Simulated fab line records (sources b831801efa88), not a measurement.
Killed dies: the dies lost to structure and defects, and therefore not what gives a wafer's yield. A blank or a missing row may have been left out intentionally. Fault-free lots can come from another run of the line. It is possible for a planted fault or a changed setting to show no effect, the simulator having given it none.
Struck lot and sound lot, side by side -- flow sky130 -- 42 out of 708 route steps
Sound: wafers L956.3, L956.5, L956.6. Struck: wafers L969.1, L969.4, L969.6. The cause is given at the end.
Each step with rows lists, per side, the tool, then ch with its chambers, then its first start. Under that, the readings that differ: sound wafers -- struck wafers -- difference of the means -- sigmas: that difference in standard deviations of wafers without a fault.
alike: words and numbers the same on both sides, and readings whose means are apart by under 2 such deviations; not compared: readings that were withheld, readings missing a value for some wafer, numbers with overlapping values and no deviation given by the record, and bounds like >300 which may hide the same value.
The two part at a step that has a row with sigmas, a row that says differs or no value, or rows on one side only. When numbers do not overlap yet have no deviation, they are printed without sigmas and do not part them. A reading missing from all wafers of one side parts the sides only when that side holds two or more wafers.

SKY_LI_CONTACT_THK_MEAS_23: measures by xrf.
  sound: film_metro-04 at day 30 23:36; struck: film_metro-03 at day 34 06:21
  alike: LI_CONTACT_W_THK
then, 1 step without rows for these wafers: SKY_LI_CONTACT_CMP_24 (polishes, stops on PSG, t overpolish 20 s, target thk 0 nm).
SKY_LOCAL_INTERCONNECT_SPUTTER_00: material TiN, target thk 100 nm, time 84.43 s.
  sound: pvd_sputter-03 at day 30 23:56; struck: pvd_sputter-04 at day 34 06:43
  alike: throttle_valve_pct
SKY_LOCAL_INTERCONNECT_RS_MEAS_01: measures by four-point-probe.
  sound: film_metro-01 at day 31 00:02; struck: film_metro-04 at day 34 06:47
  alike: LOCAL_INTERCONNECT_TIN_RS
SKY_LOCAL_INTERCONNECT_THK_MEAS_02: measures by xrf.
  sound: film_metro-01 at day 31 00:08; struck: film_metro-04 at day 34 06:54
  alike: LOCAL_INTERCONNECT_TIN_THK
then, 7 steps without rows for these wafers: SKY_LOCAL_INTERCONNECT_DEHYDRATE_03 (time 60 s); SKY_LOCAL_INTERCONNECT_HMDS_04 (prime time 60 s); SKY_LOCAL_INTERCONNECT_COAT_05 (resist thk 60 nm); SKY_LOCAL_INTERCONNECT_COAT_06 (resist thk 450 nm); SKY_LOCAL_INTERCONNECT_SOFTBAKE_07 (time 90 s); SKY_LOCAL_INTERCONNECT_EXPOSE_08 (exposes mask LI1M, target cd 170 nm); SKY_LOCAL_INTERCONNECT_PEB_09.
SKY_LOCAL_INTERCONNECT_DEVELOP_10: develop time 60 s.
  sound on litho_track-03 ch 0, day 32 02:00; struck on litho_track-02 ch 0, day 35 09:00
SKY_LOCAL_INTERCONNECT_OVL_MEAS_12:
  sound: overlay-01 at day 32 02:41; struck: overlay-02 at day 35 09:53
  alike: LOCAL_INTERCONNECT_OVL
SKY_LOCAL_INTERCONNECT_ETCH_13: etches BARC in N2/H2, stops on SiO2, time 45.9 s, target depth 60 nm.
  sound on rie_metal-01 ch 0,1, day 32 02:43; struck on rie_metal-01 ch 0,1, day 35 09:56
  alike: drypump_motor_current_A, oes_product_au, throttle_valve_pct
  not compared: rf_hours_counter_h
SKY_LOCAL_INTERCONNECT_METAL_ETCH_14: etches TiN in Cl2/BCl3, stops on PSG, target depth 110 nm, time 31.4 s.
  sound on rie_metal-01 ch 0,1, day 32 02:47; struck on rie_metal-01 ch 0,1, day 35 09:59
  alike: bcl3_flow_sccm, drypump_motor_current_A, mfc_cl2_sccm, oes_product_au, throttle_valve_pct
  not compared: rf_hours_counter_h
SKY_LOCAL_INTERCONNECT_STRIP_15: strips in O2/N2.
  sound on plasma_asher-04 ch 0,1, day 32 02:51; struck on plasma_asher-04 ch 1, day 35 10:02
  alike: drypump_motor_current_A, oes_product_au, strip_time_to_endpoint_s
  not compared: rf_hours_counter_h
then, 4 steps without rows for these wafers: SKY_LOCAL_INTERCONNECT_STRIP_16 (strips in post etch residue remover, time 1200 s); SKY_LOCAL_INTERCONNECT_CLEAN_17 (cleans in IPA, time 180 s); SKY_LOCAL_INTERCONNECT_CLEAN_18 (cleans in O3/DIW); SKY_CONTACT_CVD_00 (deposits Si3N4, target thk 75 nm).
SKY_CONTACT_THK_MEAS_01:
  sound: film_metro-01 at day 32 03:29; struck: film_metro-03 at day 35 10:40
  alike: CONTACT_CVD_00_THK
then, 1 step without rows for these wafers: SKY_CONTACT_HDPCVD_02 (deposits SiO2, target thk 565 nm, time 89.62 s).
SKY_CONTACT_THK_MEAS_03:
  sound: film_metro-02 at day 32 03:37; struck: film_metro-01 at day 35 10:48
reading,sound,struck,difference,sigmas
CONTACT_HDPCVD_THK (nm),544 535 545,521 525 534,-15,-2
then, 1 step without rows for these wafers: SKY_CONTACT_CMP_04 (polishes SiO2).
SKY_CONTACT_BOW_MEAS_05:
  sound: film_metro-02 at day 32 04:02; struck: film_metro-01 at day 35 11:10
  alike: CONTACT_BOW
then, 8 steps without rows for these wafers: SKY_CONTACT_DEHYDRATE_06 (time 60 s); SKY_CONTACT_HMDS_07 (prime time 60 s); SKY_CONTACT_COAT_08 (resist thk 60 nm); SKY_CONTACT_COAT_09 (resist thk 450 nm); SKY_CONTACT_SOFTBAKE_10 (time 90 s); SKY_CONTACT_EXPOSE_11 (exposes mask CTM1, target cd 170 nm); SKY_CONTACT_PEB_12; SKY_CONTACT_DEVELOP_13 (develop time 60 s).
SKY_CONTACT_CD_MEAS_14: the cd target is 170 nm.
  sound: cd_sem-01 at day 33 06:01; struck: cd_sem-01 at day 36 13:35
  alike: cd_nm
SKY_CONTACT_OVL_MEAS_15:
  sound: overlay-01 at day 33 06:07; struck: overlay-01 at day 36 13:42
  alike: CONTACT_OVL
then, 1 step without rows for these wafers: SKY_CONTACT_ETCH_16 (etches BARC in N2/H2, stops on SiO2, time 45.9 s, target depth 60 nm).
SKY_CONTACT_ETCH_17: etches SiO2 in C4F8/O2/Ar, stops on Si3N4, target depth 340 nm.
  sound on rie_diel-02 ch 0,3, day 33 06:11; struck on rie_diel-02 ch 1,2,3, day 36 13:47
  alike: oes_product_au
then, 3 steps without rows for these wafers: SKY_CONTACT_ETCH_18 (etches Si3N4 in CHF3/O2, stops on TiN, time 39 s, target depth 75 nm); SKY_CONTACT_STRIP_19 (strips in O2/N2); SKY_CONTACT_STRIP_20 (strips in post etch residue remover, time 1200 s).
-- the record jumps here: 13 days lie between the struck wafers' starts before and after (it left off in module CONTACT and takes up again in module PAD_OPEN, whose first step shown is number 708 of the route) --
SKY_PAD_OPEN_PROBE_99:
  sound: prober-02 at day 47 03:01; struck: prober-02 at day 49 15:37
reading,sound,struck,difference,sigmas
model.etest.res_li.line_ohm_um,76.2 76.39 75.68,67.41 66.99 68.8,-8.36,
  alike: killed_at_M0_to_M3, killed_at_M4_up, killed_at_contacts, killed_at_front_end, killed_at_other, killed_dies, killed_open, killed_short

## WHERE THEY PART
SKY_CONTACT_THK_MEAS_03 only, going by this record. Later steps at which nothing parts them and some readings are alike: SKY_CONTACT_BOW_MEAS_05, SKY_CONTACT_CD_MEAS_14, SKY_CONTACT_OVL_MEAS_15, SKY_CONTACT_ETCH_17, SKY_PAD_OPEN_PROBE_99.

WHY: what had been put in by the simulator
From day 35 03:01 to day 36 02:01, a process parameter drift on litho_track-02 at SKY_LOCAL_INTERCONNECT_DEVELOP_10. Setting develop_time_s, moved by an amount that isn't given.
